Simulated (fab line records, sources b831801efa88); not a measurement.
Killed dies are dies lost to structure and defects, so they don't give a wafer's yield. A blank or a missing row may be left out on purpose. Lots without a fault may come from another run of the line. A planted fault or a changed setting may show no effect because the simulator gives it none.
One fault seen from 2 desks | flow sky130 | each desk has only its own numbers; what lay behind them comes last

THE TOOL OWNER'S DESK: implanter-04
The tool's own readings at SKY_LDD_N_IMPLANT_08: means of the sampled wafers that have a number, for each lot that ran on this tool. A lot is out of limits, marked OUT, if its mean lies more than 4 standard deviations from the usual mean; the brackets give that distance.
Columns: A = beam_on_s at SKY_LDD_N_IMPLANT_08, usual 9.97 s; B = end_station_pressure_torr at SKY_LDD_N_IMPLANT_08, usual 5.3e-06 Torr; C = faraday_current_uA at SKY_LDD_N_IMPLANT_08, usual 423
lot  | first seen here | A               | B                         | C
L927 | day 20 06:44    | 10.00           | 5.3e-06                   | 422
L928 | day 20 18:20    | 10.02           | 4.9e-06                   | 422
L932 | day 22 00:45    | 12.11 (+11) OUT | 1.0e-04 (+99 or more) OUT | 352 (-8.4) OUT
L934 | day 22 20:42    | 12.23 (+11) OUT | 1.0e-04 (+99 or more) OUT | 349 (-8.8) OUT
This desk's finding: out of limits on L932, L934; first on L932, day 22 00:45 (beam_on_s at SKY_LDD_N_IMPLANT_08). In limits: L927, L928.

THE METROLOGY DESK
What the gauges read, lot by lot, whatever tool the lot ran on: means of the sampled wafers that have a number. A lot is out of limits, marked OUT, if its mean lies more than 4 standard deviations from the usual mean; the brackets give that distance.
Columns: A = POLY_GATE_CVD_00_THK at SKY_POLY_GATE_THK_MEAS_01, usual 180.9 nm; B = POLY_GATE_CVD_03_THK at SKY_POLY_GATE_THK_MEAS_04, usual 75.0 nm; C = POLY_GATE_OVL at SKY_POLY_GATE_OVL_MEAS_14, usual -1 nm
lot  | first seen here | A     | B    | C
L922 | day 14 16:46    | 184.1 | 75.2 | 1
L924 | day 15 19:42    | 182.9 | 75.3 | -5
L925 | day 16 01:22    | 179.6 | 74.7 | -4
L926 | day 16 01:23    | 178.3 | 74.3 | -4
L927 | day 16 07:43    | 181.5 | 75.6 | -8
L928 | day 16 18:19    | 179.7 | 74.7 | -1
L932 | day 17 22:38    | 179.8 | 75.4 | -3
L934 | day 18 20:40    | 181.5 | 74.6 | -4
L941 | day 21 10:33    | 180.5 | 75.6 | 2
L942 | day 21 18:38    | 182.3 | 74.3 | 3
L943 | day 21 19:49    | 182.6 | 75.2 | -3
L944 | day 22 03:40    | 183.3 | 74.9 | -2
This desk's finding: nothing out of limits on any of the 12 lots.

PUT TOGETHER
The tool owner's desk could have raised an alarm at day 22 00:45, on L932, L934.
The metrology desk saw nothing out of limits.
The metrology desk has L932, L934 on record, within its limits.
Of the lots named, all ran SKY_LDD_N_IMPLANT_08 on implanter-04.

WHAT THE SIMULATOR HAD PUT IN
Process parameter drift: implanter-04, from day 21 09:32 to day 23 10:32, at SKY_LDD_N_IMPLANT_08. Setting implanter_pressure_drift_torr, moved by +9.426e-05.
Process parameter drift: implanter-04, from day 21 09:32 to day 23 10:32, at SKY_LDD_N_IMPLANT_08. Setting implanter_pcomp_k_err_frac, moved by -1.
Lots struck among those shown: L932, L934.
Hours from the fault's start to each desk's first reading out of limits: the tool owner's desk, 15.
